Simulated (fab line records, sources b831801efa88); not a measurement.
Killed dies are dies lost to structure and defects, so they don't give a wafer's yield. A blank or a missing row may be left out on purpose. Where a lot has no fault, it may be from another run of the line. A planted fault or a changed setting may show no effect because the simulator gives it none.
Which of the tools did it? / flow gf180mcu / 10 lots with 30 wafers sampled at 6 steps, on a route of 602 steps

## WHAT THE GAUGES READ, wafer by wafer
GF_M2_RS_MEAS_05: measurement is done with a four-point probe.
lot=L908; measured=day 18 17:13; on=filmMetro-01; M2_ALCU_RS (ohm/sq)=0.0701 0.0692 0.0692
lot=L909; measured=day 19 00:37; on=filmMetro-03; M2_ALCU_RS (ohm/sq)=0.0685 0.0678 0.0684
lot=L910; measured=day 19 10:52; on=filmMetro-01; M2_ALCU_RS (ohm/sq)=0.0691 0.0692 0.0694
lot=L913; measured=day 20 13:53; on=filmMetro-03; M2_ALCU_RS (ohm/sq)=0.0819 0.0825 0.0823
lot=L914; measured=day 21 05:19; on=filmMetro-01; M2_ALCU_RS (ohm/sq)=0.0856 0.0853 0.0853
lot=L923; measured=day 24 04:04; on=filmMetro-02; M2_ALCU_RS (ohm/sq)=0.0694 0.0700 0.0704
lot=L924; measured=day 24 18:39; on=filmMetro-03; M2_ALCU_RS (ohm/sq)=0.0689 0.0701 0.0701
lot=L925; measured=day 24 22:25; on=filmMetro-03; M2_ALCU_RS (ohm/sq)=0.0692 0.0694 0.0698
lot=L928; measured=day 25 23:47; on=filmMetro-03; M2_ALCU_RS (ohm/sq)=0.0703 0.0702 0.0705
lot=L930; measured=day 26 10:52; on=filmMetro-02; M2_ALCU_RS (ohm/sq)=0.0715 0.0710 0.0706

GF_M2_THK_MEAS_06: measures by xrf.
lot=L908; measured=day 18 17:20; on=filmMetro-01; M2_ALCU_THK (nm)=443 446 446
lot=L909; measured=day 19 00:43; on=filmMetro-03; M2_ALCU_THK (nm)=462 465 462
lot=L910; measured=day 19 10:58; on=filmMetro-01; M2_ALCU_THK (nm)=446 448 446
lot=L913; measured=day 20 13:59; on=filmMetro-03; M2_ALCU_THK (nm)=384 383 383
lot=L914; measured=day 21 05:26; on=filmMetro-01; M2_ALCU_THK (nm)=366 364 363
lot=L923; measured=day 24 04:11; on=filmMetro-02; M2_ALCU_THK (nm)=455 449 447
lot=L924; measured=day 24 18:46; on=filmMetro-03; M2_ALCU_THK (nm)=456 450 448
lot=L925; measured=day 24 22:31; on=filmMetro-03; M2_ALCU_THK (nm)=456 454 453
lot=L928; measured=day 25 23:53; on=filmMetro-03; M2_ALCU_THK (nm)=447 449 448
lot=L930; measured=day 26 10:59; on=filmMetro-02; M2_ALCU_THK (nm)=437 440 445

## TOOL THAT RAN EACH LOT (tool first, then ch and the chambers of the sampled wafers, then the start)
lot=L908; GF_M1_SPUTTER_04=pvdSputter-03, day 16 15:38; GF_M2_SPUTTER_00=pvdSputter-01, day 18 17:00; GF_M2_SPUTTER_02=pvdSputter-01, day 18 17:08; GF_M2_SPUTTER_03=pvdSputter-01, day 18 17:10
lot=L909; GF_M1_SPUTTER_04=pvdSputter-02, day 16 23:02; GF_M2_SPUTTER_00=pvdSputter-02, day 19 00:22; GF_M2_SPUTTER_02=pvdSputter-02, day 19 00:30; GF_M2_SPUTTER_03=pvdSputter-02, day 19 00:32
lot=L910; GF_M1_SPUTTER_04=pvdSputter-02, day 17 09:08; GF_M2_SPUTTER_00=pvdSputter-01, day 19 10:37; GF_M2_SPUTTER_02=pvdSputter-01, day 19 10:45; GF_M2_SPUTTER_03=pvdSputter-01, day 19 10:47
lot=L913; GF_M1_SPUTTER_04=pvdSputter-02, day 18 10:11; GF_M2_SPUTTER_00=pvdSputter-01, day 20 13:38; GF_M2_SPUTTER_02=pvdSputter-01, day 20 13:46; GF_M2_SPUTTER_03=pvdSputter-01, day 20 13:47
lot=L914; GF_M1_SPUTTER_04=pvdSputter-03, day 19 00:45; GF_M2_SPUTTER_00=pvdSputter-01, day 21 05:05; GF_M2_SPUTTER_02=pvdSputter-01, day 21 05:13; GF_M2_SPUTTER_03=pvdSputter-01, day 21 05:15
lot=L923; GF_M1_SPUTTER_04=pvdSputter-01, day 22 03:01; GF_M2_SPUTTER_00=pvdSputter-04, day 24 03:50; GF_M2_SPUTTER_02=pvdSputter-04, day 24 03:58; GF_M2_SPUTTER_03=pvdSputter-04, day 24 03:59
lot=L924; GF_M1_SPUTTER_04=pvdSputter-02, day 22 17:26; GF_M2_SPUTTER_00=pvdSputter-04, day 24 18:26; GF_M2_SPUTTER_02=pvdSputter-04, day 24 18:34; GF_M2_SPUTTER_03=pvdSputter-04, day 24 18:35
lot=L925; GF_M1_SPUTTER_04=pvdSputter-02, day 22 22:02; GF_M2_SPUTTER_00=pvdSputter-01, day 24 22:10; GF_M2_SPUTTER_02=pvdSputter-01, day 24 22:18; GF_M2_SPUTTER_03=pvdSputter-01, day 24 22:20
lot=L928; GF_M1_SPUTTER_04=pvdSputter-01, day 24 00:43; GF_M2_SPUTTER_00=pvdSputter-01, day 25 23:31; GF_M2_SPUTTER_02=pvdSputter-01, day 25 23:38; GF_M2_SPUTTER_03=pvdSputter-01, day 25 23:40
lot=L930; GF_M1_SPUTTER_04=pvdSputter-02, day 24 13:41; GF_M2_SPUTTER_00=pvdSputter-01, day 26 10:39; GF_M2_SPUTTER_02=pvdSputter-01, day 26 10:47; GF_M2_SPUTTER_03=pvdSputter-01, day 26 10:49
- GF_M1_SPUTTER_04: material TiN, target thk 50 nm, time 41.7 s.
- GF_M2_SPUTTER_00: material Ti, target thk 37.5 nm, time 150 s.
- GF_M2_SPUTTER_02: material AlCu, target thk 450 nm, time 23.9 s.
- GF_M2_SPUTTER_03: material Ti, target thk 10 nm, time 6.7 s.

## WHAT THE TOOLS THEMSELVES READ (means of the sampled wafers that have a number; where no wafer has one, the mark that the record gives instead)
GF_M1_SPUTTER_04.
lot=L908; tool=pvdSputter-03; throttleValvePct (%)=30.1
lot=L909; tool=pvdSputter-02; throttleValvePct (%)=31.5
lot=L910; tool=pvdSputter-02; throttleValvePct (%)=29.7
lot=L913; tool=pvdSputter-02; throttleValvePct (%)=29.3
lot=L914; tool=pvdSputter-03; throttleValvePct (%)=29.8
lot=L923; tool=pvdSputter-01; throttleValvePct (%)=29.4
lot=L924; tool=pvdSputter-02; throttleValvePct (%)=30.4
lot=L925; tool=pvdSputter-02; throttleValvePct (%)=31.5
lot=L928; tool=pvdSputter-01; throttleValvePct (%)=30.2
lot=L930; tool=pvdSputter-02; throttleValvePct (%)=29.9

GF_M2_SPUTTER_00.
lot=L908; tool=pvdSputter-01; substrateTempC (C)=200.02; throttleValvePct (%)=30.5
lot=L909; tool=pvdSputter-02; substrateTempC (C)=200.02; throttleValvePct (%)=30.3
lot=L910; tool=pvdSputter-01; substrateTempC (C)=199.82; throttleValvePct (%)=30.0
lot=L913; tool=pvdSputter-01; substrateTempC (C)=200.11; throttleValvePct (%)=29.9
lot=L914; tool=pvdSputter-01; substrateTempC (C)=199.88; throttleValvePct (%)=29.1
lot=L923; tool=pvdSputter-04; substrateTempC (C)=199.93; throttleValvePct (%)=30.4
lot=L924; tool=pvdSputter-04; substrateTempC (C)=200.02; throttleValvePct (%)=30.5
lot=L925; tool=pvdSputter-01; substrateTempC (C)=199.95; throttleValvePct (%)=30.7
lot=L928; tool=pvdSputter-01; substrateTempC (C)=200.08; throttleValvePct (%)=30.1
lot=L930; tool=pvdSputter-01; substrateTempC (C)=200.06; throttleValvePct (%)=30.0

GF_M2_SPUTTER_02.
lot=L908; tool=pvdSputter-01; throttleValvePct (%)=30.6
lot=L909; tool=pvdSputter-02; throttleValvePct (%)=30.2
lot=L910; tool=pvdSputter-01; throttleValvePct (%)=30.4
lot=L913; tool=pvdSputter-01; throttleValvePct (%)=30.1
lot=L914; tool=pvdSputter-01; throttleValvePct (%)=29.3
lot=L923; tool=pvdSputter-04; throttleValvePct (%)=30.4
lot=L924; tool=pvdSputter-04; throttleValvePct (%)=30.3
lot=L925; tool=pvdSputter-01; throttleValvePct (%)=30.6
lot=L928; tool=pvdSputter-01; throttleValvePct (%)=30.2
lot=L930; tool=pvdSputter-01; throttleValvePct (%)=30.1

GF_M2_SPUTTER_03.
lot=L908; tool=pvdSputter-01; substrateTempC (C)=300.00; throttleValvePct (%)=30.4
lot=L909; tool=pvdSputter-02; substrateTempC (C)=300.07; throttleValvePct (%)=30.5
lot=L910; tool=pvdSputter-01; substrateTempC (C)=299.99; throttleValvePct (%)=30.1
lot=L913; tool=pvdSputter-01; substrateTempC (C)=299.80; throttleValvePct (%)=30.2
lot=L914; tool=pvdSputter-01; substrateTempC (C)=299.95; throttleValvePct (%)=29.3
lot=L923; tool=pvdSputter-04; substrateTempC (C)=299.78; throttleValvePct (%)=30.3
lot=L924; tool=pvdSputter-04; substrateTempC (C)=300.09; throttleValvePct (%)=30.4
lot=L925; tool=pvdSputter-01; substrateTempC (C)=299.88; throttleValvePct (%)=30.5
lot=L928; tool=pvdSputter-01; substrateTempC (C)=300.08; throttleValvePct (%)=30.1
lot=L930; tool=pvdSputter-01; substrateTempC (C)=299.97; throttleValvePct (%)=30.2

## THE ANSWER, worked out from the rows above alone
Rule: usual is defined by the lots themselves. Put in order of their means at a reading, lots are off if they are a third of the lots or fewer, leave a main group of 4 or more, and stand apart from it by a gap of 3 or more times the standard deviation of the main group's means; of several such gaps the widest counts. Not used: any main group whose means are identical at the precision the tables above print for the reading. Also off: a lot with no number at a reading for which 4 or more lots have one. The other lots that the step has rows for count as sound. First the gauges in route order, then the tools' own readings, where a lot's mean is used as printed above. At the first step where some lot is off, the reading lying furthest off is the one used; lots without a number count as furthest.
Off: L913, L914, at GF_M2_RS_MEAS_05 (M2_ALCU_RS). The main group has a mean of 0.0697 ohm/sq with a standard deviation of 0.00077.
A tool fits if, at a process step before that reading, it ran every lot that is off, and no sound lot after the first of them. Gauges at GF_M2_RS_MEAS_05: tried the same way as those tools. None of those tried fits.

## WHAT THE SIMULATOR PUT IN
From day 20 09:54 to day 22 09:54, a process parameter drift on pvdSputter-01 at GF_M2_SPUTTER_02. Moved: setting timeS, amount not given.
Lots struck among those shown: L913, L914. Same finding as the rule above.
